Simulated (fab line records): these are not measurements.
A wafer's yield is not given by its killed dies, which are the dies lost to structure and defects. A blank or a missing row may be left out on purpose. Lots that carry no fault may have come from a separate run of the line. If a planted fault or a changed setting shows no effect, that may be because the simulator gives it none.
A struck lot beside a sound one -- flow sfq_line -- 19 steps out of a route of 325
Sound: these wafers, L336.1, L336.2, L336.6. Wafers struck: L351.2, L351.3, L351.5. The cause is named last.
Per side, at each step with rows, come the tool, then ch with its chambers, and then its first start. Under that, the readings that differ: sound wafers -- struck wafers -- difference of the means -- sigmas: that difference in standard deviations of wafers without a fault.
alike: words and numbers the same on both sides, and readings whose means are apart by under 2 such deviations; not compared: readings that were withheld, readings missing a value for some wafer, numbers with overlapping values and no deviation given by the record, and bounds like >300 which may hide the same value.
The two part at a step that has a row with sigmas, a row that says differs or no value, or rows on one side only. Numbers that don't overlap but have no deviation are shown without sigmas and don't part them. A reading that every wafer of one side lacks parts them only if that side has two wafers or more.

first, 2 steps without rows for these wafers: SFQ_TRILAYER_JJ_CE_LITHO_PEB_117 (peb time 60 s); SFQ_TRILAYER_JJ_CE_LITHO_DEVELOP_116 (time 60 s).
SFQ_JJ_OVL_MEAS_931:
  struck on overlay-02, day 48 07:45; sound on overlay-02, day 40 00:40
  alike: J5_OVL
SFQ_TRILAYER_JJ_CE_METRO_MEASURE_117:
  struck on cd_sem-02, day 48 07:59; sound on cd_sem-02, day 40 00:42
  alike: cd_nm
SFQ_TRILAYER_JJ_CE_BARC_OPEN_RIE_150: chemistry O2, target BARC, target depth 240 nm, time 80 s.
  sound on rie_metal-04 ch 0,1, day 40 01:54; struck on rie_metal-02 ch 0, day 48 08:59
  alike: drypump_motor_current_A, oes_product_au
  not compared: rf_hours_counter_h
SFQ_TRILAYER_JJ_CE_ETCH_RIE_118: chemistry SF6, target Nb, stops on Al2O3, time 97.7 s, target depth 170 nm.
  sound on rie_metal-04 ch 0,1, day 40 01:59; struck on rie_metal-02 ch 0, day 48 09:05
  alike: drypump_motor_current_A, oes_product_au
  not compared: rf_hours_counter_h
following that, these wafers have no rows for 1 step: SFQ_TRILAYER_JJ_ANODIZE_ANODIZE_119.
SFQ_TRILAYER_JJ_CE_STRIP_STRIP_120: strips in O2.
  sound on rie_metal-03 ch 0,1, day 40 02:35; struck on rie_metal-04 ch 0,1, day 48 09:44
  alike: drypump_motor_current_A, oes_product_au
  not compared: rf_hours_counter_h
then, 4 steps without rows for these wafers: SFQ_TRILAYER_JJ_CE_STRIP_SOLV_CLEAN_121 (cleans in NMP, time 600 s); SFQ_TRILAYER_M5_LITHO_COAT_128 (resist thk 62 nm); SFQ_TRILAYER_M5_LITHO_COAT_123 (resist thk 600 nm); SFQ_TRILAYER_M5_LITHO_SOFTBAKE_127.
-- the record jumps here: 5 days lie between the struck wafers' starts before and after --
SFQ_TRILAYER_M5_LITHO_EXPOSE_124: exposes mask M5, target cd 700 nm.
  sound on krf_scanner-01 ch 0, day 42 17:16; struck on krf_scanner-02 ch 0, day 52 22:11
reading,sound,struck,difference,sigmas
exposure_dose_mJ_cm2,14.384 14.383 14.394,15.139 15.125 15.110,+0.738,+46
  alike: mask
then, 2 steps without rows for these wafers: SFQ_TRILAYER_M5_LITHO_PEB_126 (peb time 60 s); SFQ_TRILAYER_M5_LITHO_DEVELOP_125 (time 60 s).
SFQ_M5_OVL_MEAS_932:
  struck on overlay-01, day 52 23:29; sound on overlay-02, day 42 18:46
  alike: M5_OVL
SFQ_TRILAYER_M5_BARC_OPEN_METAL_ETCH_161: etches BARC in O2, target depth 125 nm, time 41.7 s.
  sound on rie_metal-03 ch 0,1, day 42 18:48; struck on rie_metal-03 ch 0,1, day 52 23:31
reading,sound,struck,difference,sigmas
model.M5.cd_nm (nm),701.1 700.4 700.5,692.3 689.7 692.9,-9.0,
  alike: drypump_motor_current_A, oes_product_au
  not compared: rf_hours_counter_h
SFQ_TRILAYER_M5_ETCH_METAL_ETCH_126: etches Nb in Cl2/BCl3, stops on SiO2, time 203.2 s, target depth 265 nm.
  sound on rie_metal-03 ch 0,1, day 42 18:52; struck on rie_metal-03 ch 0,1, day 52 23:35
reading,sound,struck,difference,sigmas
model.M5.cd_nm (nm),700.9 700.1 700.2,690.5 687.7 692.9,-10.0,
  alike: drypump_motor_current_A, oes_product_au
  not compared: rf_hours_counter_h
SFQ_TRILAYER_M5_STRIP_STRIP_127: strips in O2.
  sound on rie_metal-03 ch 0,1, day 42 19:03; struck on rie_metal-03 ch 0,1, day 52 23:47
  alike: drypump_motor_current_A, oes_product_au
  not compared: rf_hours_counter_h

== WHERE THEY PART ==
Only at SFQ_TRILAYER_M5_LITHO_EXPOSE_124, within this record. Later steps at which nothing parts them and some readings are alike: SFQ_M5_OVL_MEAS_932, SFQ_TRILAYER_M5_BARC_OPEN_METAL_ETCH_161, SFQ_TRILAYER_M5_ETCH_METAL_ETCH_126, SFQ_TRILAYER_M5_STRIP_STRIP_127.

WHY: what had been put in by the simulator
Process parameters drifting: krf_scanner-02 at SFQ_TRILAYER_M5_LITHO_EXPOSE_124, beginning at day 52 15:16. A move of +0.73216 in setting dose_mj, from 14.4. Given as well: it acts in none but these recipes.
